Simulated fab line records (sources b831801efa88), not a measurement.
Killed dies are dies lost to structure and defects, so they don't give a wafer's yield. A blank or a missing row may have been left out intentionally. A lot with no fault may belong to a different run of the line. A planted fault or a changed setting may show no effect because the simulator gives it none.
fab line records	flow sfq_line
record lots=6	wafers=18	last_day=85
route steps=325 shown I5@231 C5@240
lots with no fault: from the same line, run without faults
start_h: hours from the record's opening day to when the first of the lot's shown wafers began	wait_h: hours elapsed since this lot's preceding step	" the same as in the row above	L1.1+2: a row that stands for several wafers	- value missing, or start not given	* or withheld: withheld	< > ~ a bound
route shown NAME@n: NAME is a module with steps in the file, n the number in the route of the first one	usual: average and standard deviation across the fault-free wafers	same: alike in all rows	chamber/n: place in a boat	sites: readings site by site	_std_site: standard deviation across them	_edge_site: mean of outer sites minus mean of inner sites	radius_mm: how far each site lies from the wafer's centre	mask NAME#n: copy n	behind: the tool/chamber that last shaped the wafer	hold: why the lot went on hold/how many hours it stayed there/how the hold came to an end	device: the transistor (n, p or np) that didn't switch	end of line: tests run on the same wafers once the route is complete	a step with no rows: only its recipe	killed: the dies lost at the first sort to structure and to defects; this is not the yield of the wafer	map: shows each die of a wafer: x if killed, . if not, _ if none is there
set.NAME: the setting as run; set.NAME@STEP: as run at that earlier step	model.NAME: the simulator's own value behind a step, which no gauge read
lots at selected steps of the route; one table per step, one row per wafer
services: a tool's chamber out of use, with start hour (start_h, from the record's first day; less than 0 if before it), hours out, and reason
## steps
# step SFQ_TRILAYER_I5_LITHO_SOFTBAKE_148
# recipe temp_c=withheld	time_s=withheld	resist=KrF
# step SFQ_TRILAYER_I5_LITHO_EXPOSE_145
# recipe mask_id=I5	na=0.6	source_shape=conventional	sigma_outer=0.65	target_cd_nm=700	dose_mj=21.3
# step SFQ_TRILAYER_I5_LITHO_PEB_147
# recipe peb_temp_c=115	peb_time_s=60	resist=KrF
# step SFQ_TRILAYER_I5_LITHO_DEVELOP_146
# recipe time_s=60	resist=KrF
# step SFQ_I5_OVL_MEAS_936
# usual I5_OVL=4/6.5
lot.wafer	tool	chamber	start_h	wait_h	I5_OVL[nm]
L284.1	overlay-02	-	1603.12	0.1	-6
L284.3	"	-	"	"	2
L284.5	"	-	"	"	-5
L288.2	overlay-01	-	1613.77	0.1	6
L288.5	"	-	"	"	13
L288.6	"	-	"	"	7
L295.2	overlay-01	-	1641.32	0.1	15
L295.3	"	-	"	"	16
L295.5	"	-	"	"	11
L296.1	overlay-02	-	1643.71	0.1	11
L296.2	"	-	"	"	11
L296.5	"	-	"	"	12
L297.1	overlay-02	-	1646.11	0.1	5
L297.3	"	-	"	"	-1
L297.6	"	-	"	"	0
L303.2	overlay-02	-	1670.22	0.1	10
L303.3	"	-	"	"	7
L303.4	"	-	"	"	4
# step SFQ_TRILAYER_I5_BARC_OPEN_VIA_ETCH_200
# recipe mask_material=PR	chemistry=O2	target_depth_nm=125	target=BARC	source_w=500	bias_w=80	pressure_mtorr=30	time_s=41.7
# usual drypump_motor_current_A=5.6/0.34	oes_product_au=0.684/0.0044
lot.wafer	tool	chamber	start_h	wait_h	drypump_motor_current_A	oes_product_au	rf_hours_counter_h
L284.1	rie_diel-01	0	1603.15	0.0	5.8	0.687	14
L284.3	"	2	"	"	5.1	0.689	13
L284.5	"	3	"	"	5.1	0.684	-
L288.2	rie_diel-01	1	1613.80	0.0	5.1	0.682	16
L288.5	"	2	"	"	5.1	0.688	-
L288.6	"	3	"	"	5.1	0.694	-
L295.2	rie_diel-03	1	1641.35	0.0	6.0	0.688	14
L295.3	"	2	"	"	5.7	0.689	13
L295.5	"	2	"	"	5.7	0.681	-
L296.1	rie_diel-02	2	1643.75	0.0	5.6	0.691	15
L296.2	"	3	"	"	5.9	0.683	1
L296.5	"	3	"	"	5.9	0.687	-
L297.1	rie_diel-03	0	1646.15	0.0	5.7	0.689	0
L297.3	"	2	"	"	5.7	0.688	13
L297.6	"	2	"	"	5.7	0.689	-
L303.2	rie_diel-02	1	1670.25	0.0	5.7	0.683	14
L303.3	"	2	"	"	5.6	0.681	15
L303.4	"	3	"	"	5.9	0.675	1
# step SFQ_TRILAYER_I5_ETCH_VIA_ETCH_147
# recipe stop_on=Nb	mask_material=PR	chemistry=CHF3	target_depth_nm=360	source_w=500	bias_w=78.46	pressure_mtorr=30	time_s=withheld
# usual drypump_motor_current_A=5.6/0.34	oes_product_au=0.987/0.0072
lot.wafer	tool	chamber	start_h	wait_h	drypump_motor_current_A	oes_product_au
L284.1	rie_diel-01	0	1603.19	0.0	5.8	0.992
L284.3	"	2	"	"	5.1	0.997
L284.5	"	3	"	"	5.1	0.996
L288.2	rie_diel-01	1	1613.84	0.0	5.1	0.968
L288.5	"	2	"	"	5.1	0.981
L288.6	"	3	"	"	5.1	0.983
L295.2	rie_diel-03	1	1641.39	0.0	6.0	0.984
L295.3	"	2	"	"	5.7	0.994
L295.5	"	2	"	"	5.7	1.000
L296.1	rie_diel-02	2	1643.79	0.0	5.6	0.983
L296.2	"	3	"	"	5.9	0.992
L296.5	"	3	"	"	5.9	0.986
L297.1	rie_diel-03	0	1646.19	0.0	5.8	0.993
L297.3	"	2	"	"	5.7	0.997
L297.6	"	2	"	"	5.7	0.979
L303.2	rie_diel-02	1	1670.29	0.0	5.7	0.989
L303.3	"	2	"	"	5.6	0.971
L303.4	"	3	"	"	5.9	0.999
# step SFQ_TRILAYER_I5_STRIP_STRIP_148
# recipe gas=O2	power_w=200	platen_temp_c=40	overash_fraction=0.65	chemistry=O2	pressure_mtorr=50
# usual drypump_motor_current_A=6.0/0.49	oes_product_au=0.994/0.0087
lot.wafer	tool	chamber	start_h	wait_h	drypump_motor_current_A	oes_product_au	rf_hours_counter_h
L284.1	rie_metal-02	0	1603.34	-	6.7	1.000	42
L284.3	"	0	"	"	6.7	1.010	-
L284.5	"	0	"	"	6.7	1.006	-
L288.2	rie_metal-01	1	1613.99	-	6.2	1.001	105
L288.5	"	1	"	"	6.2	0.993	-
L288.6	"	0	"	"	5.9	1.005	-
L295.2	rie_metal-03	1	1641.54	-	6.0	1.002	79
L295.3	"	1	"	"	6.0	1.001	-
L295.5	"	1	"	"	6.0	1.006	-
L296.1	rie_metal-02	0	1643.94	-	6.7	1.004	46
L296.2	"	1	"	"	5.4	0.976	39
L296.5	"	0	"	"	6.7	1.002	-
L297.1	rie_metal-01	1	1646.34	-	6.2	0.989	112
L297.3	"	1	"	"	6.2	0.989	-
L297.6	"	1	"	"	6.2	0.992	-
L303.2	rie_metal-01	1	1670.44	-	6.2	0.996	116
L303.3	"	1	"	"	6.2	0.998	-
L303.4	"	0	"	"	5.9	0.990	-
# step SFQ_TRILAYER_I5_STRIP_SOLV_CLEAN_149
# recipe chemistry=NMP	temp_c=70	time_s=600
# step SFQ_TRILAYER_C5_LITHO_COAT_156
# recipe resist=BARC	spin_rpm=3000	resist_thk_nm=62
# step SFQ_TRILAYER_C5_LITHO_COAT_151
# recipe resist=KrF	spin_rpm=3000	resist_thk_nm=650
# step SFQ_TRILAYER_C5_LITHO_SOFTBAKE_155
# recipe temp_c=withheld	time_s=withheld	resist=KrF
# step SFQ_TRILAYER_C5_LITHO_EXPOSE_152
# recipe mask_id=C5	na=0.6	source_shape=conventional	sigma_outer=0.65	target_cd_nm=500	dose_mj=21.3
# usual exposure_dose_mJ_cm2=21.303/0.019	focus_offset_nm=0.0/0.48
lot.wafer	tool	chamber	start_h	wait_h	mask	exposure_dose_mJ_cm2	focus_offset_nm
L284.1	krf_scanner-01	0	1611.97	-	C5#0	21.322	-0.2
L284.3	"	0	"	"	C5#0	21.300	-0.8
L284.5	"	0	"	"	C5#0	21.291	-0.5
L288.2	krf_scanner-01	0	1620.57	-	C5#0	21.296	-0.4
L288.5	"	0	"	"	C5#0	21.285	-0.1
L288.6	"	0	"	"	C5#0	21.262	0.8
L295.2	krf_scanner-01	0	1654.31	-	C5#0	21.289	-0.1
L295.3	"	0	"	"	C5#0	21.278	0.0
L295.5	"	0	"	"	C5#0	21.295	0.0
L296.1	krf_scanner-01	-	1655.31	-	C5#0	-	-
L296.2	"	-	"	"	C5#0	-	-
L296.5	"	-	"	"	C5#0	-	-
L297.1	krf_scanner-01	-	1656.51	-	C5#0	-	-
L297.3	"	-	"	"	C5#0	-	-
L297.6	"	-	"	"	C5#0	-	-
L303.2	krf_scanner-01	0	1674.71	-	C5#0	21.327	0.1
L303.3	"	0	"	"	C5#0	21.321	0.1
L303.4	"	0	"	"	C5#0	21.311	0.9
# step SFQ_TRILAYER_C5_LITHO_PEB_154
# recipe peb_temp_c=115	peb_time_s=60	resist=KrF
## services
tool	chamber	start_h	hours	kind
rie_diel-02	3	1584.50	1.2	repair
rie_diel-02	3	1585.71	-	clean
rie_diel-02	3	1585.71	19.2	scheduled_down
rie_diel-02	3	1585.71	19.2	vent_cycle
rie_diel-03	-	1592.55	0.7	repair
rie_diel-03	-	1595.45	0.5	repair
rie_diel-03	0	1605.15	-	clean
rie_diel-03	0	1605.15	33.5	scheduled_down
rie_diel-03	0	1605.15	33.5	vent_cycle
krf_scanner-01	-	1610.02	0.8	pm
rie_diel-02	3	1621.94	1.8	repair
rie_metal-02	-	1624.48	15.6	pm
rie_metal-03	1	1646.11	3.0	repair
rie_metal-02	0	1654.88	8.5	repair
rie_diel-01	-	1671.37	1.3	repair
rie_metal-03	0	1671.49	21.4	repair
## key
first_sign step=SFQ_TRILAYER_C5_LITHO_EXPOSE_152	reading=tool_record	direction=missing
effect none on later readings
met_at SFQ_TRILAYER_C5_LITHO_EXPOSE_152
struck_wafers L296.1,L296.2,L296.5,L297.1,L297.3,L297.6
onset_between 1654.31 1655.31
fault kind=skipped_step_whole	tool=krf_scanner-01	chamber=-	onset_h=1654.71	steps=SFQ_TRILAYER_C5_LITHO_EXPOSE_152	scope=struck_lots_only
